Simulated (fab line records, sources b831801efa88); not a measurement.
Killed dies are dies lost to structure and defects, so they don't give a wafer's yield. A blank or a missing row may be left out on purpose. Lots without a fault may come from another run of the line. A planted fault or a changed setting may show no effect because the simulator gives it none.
Chamber matching | flow gf180mcu | GF_CONTACT_CMP_27 on cmp-02: 4 sister chambers
The step polishes, stops on SiO2, t overpolish 15 s, target thk 0 nm. 18 wafers are shown with their chamber, then 8 later ones without.

WAFERS WITH THEIR CHAMBER
wafer  | chamber | motor_current_A (A) | retaining_ring_pressure_frac | time_to_endpoint_s (s)
L842.1 | 2       | 9.8                 | 0.996                        | 67
L842.5 | 1       | 13.5                | 1.002                        | 67
L842.6 | 0       | 8.7                 | 0.999                        | 67
L844.1 | 2       | 9.4                 | 0.998                        | 68
L844.2 | 3       | 12.3                | 1.001                        | 71
L844.3 | 0       | 8.6                 | 1.011                        | 71
L848.1 | 2       | 9.8                 | 1.003                        | 78
L848.2 | 3       | 12.6                | 0.998                        | 77
L848.6 | 3       | 12.9                | 1.001                        | 78
L853.2 | 2       | 10.1                | 0.997                        | 74
L853.6 | 0       | 8.6                 | 0.999                        | 77
L859.3 | 1       | 13.2                | 1.002                        | 71
L859.5 | 0       | 8.9                 | 1.005                        | 70
L859.6 | 3       | 12.6                | 1.002                        | 73
L861.2 | 1       | 13.9                | 0.999                        | 75
L861.4 | 2       | 9.8                 | 1.003                        | 76
L861.6 | 3       | 12.5                | 0.998                        | 77
L862.1 | 2       | 9.8                 | 0.994                        | 73

SIGNATURES (means of the wafers above)
reading                      | chamber 0 | chamber 1 | chamber 2 | chamber 3 | scatter within a chamber
motor_current_A              | 8.700     | 13.533    | 9.783     | 12.580    | 0.23
retaining_ring_pressure_frac | 1.00350   | 1.00100   | 0.99850   | 1.00000   | 0.00367
time_to_endpoint_s           | 71.25     | 71.00     | 72.67     | 75.20     | 3.94
Rule: a wafer's distance from a chamber is the root of the sum, over the readings, of the square of ((its reading less the chamber's mean) divided by the reading's scatter). The wafer belongs to the nearest chamber; if the next one is less than 2 further off, it can't be placed. The scatter: the root of (the sum of the squares of (reading less its chamber's mean) over the shown wafers, divided by (wafers less chambers)).

WAFERS WITHOUT THEIR CHAMBER
wafer  | motor_current_A (A) | retaining_ring_pressure_frac | time_to_endpoint_s (s)
L862.3 | 9.3                 | 0.997                        | 75
L862.5 | 8.6                 | 1.005                        | 76
L863.2 | 9.7                 | 0.996                        | 74
L863.4 | 11.6                | 1.001                        | 78
L863.5 | 9.7                 | 0.992                        | 80
L864.1 | 12.8                | 0.997                        | 76
L864.3 | 9.5                 | 0.997                        | 73
L864.5 | 11.5                | 0.992                        | 80

WHICH CHAMBER EACH WENT THROUGH
wafer  | from the rows above     | in truth
L862.3 | can't be placed: 2 or 0 | 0
L862.5 | 0                       | 0
L863.2 | 2                       | 2
L863.4 | 3                       | 3
L863.5 | 2                       | 2
L864.1 | 3                       | 3
L864.3 | 2                       | 2
L864.5 | 3                       | 3
Placed correctly: 7 of 8. Can't be placed from these rows: 1 (the true chamber is among the candidates in 1). Placed wrongly: 0.
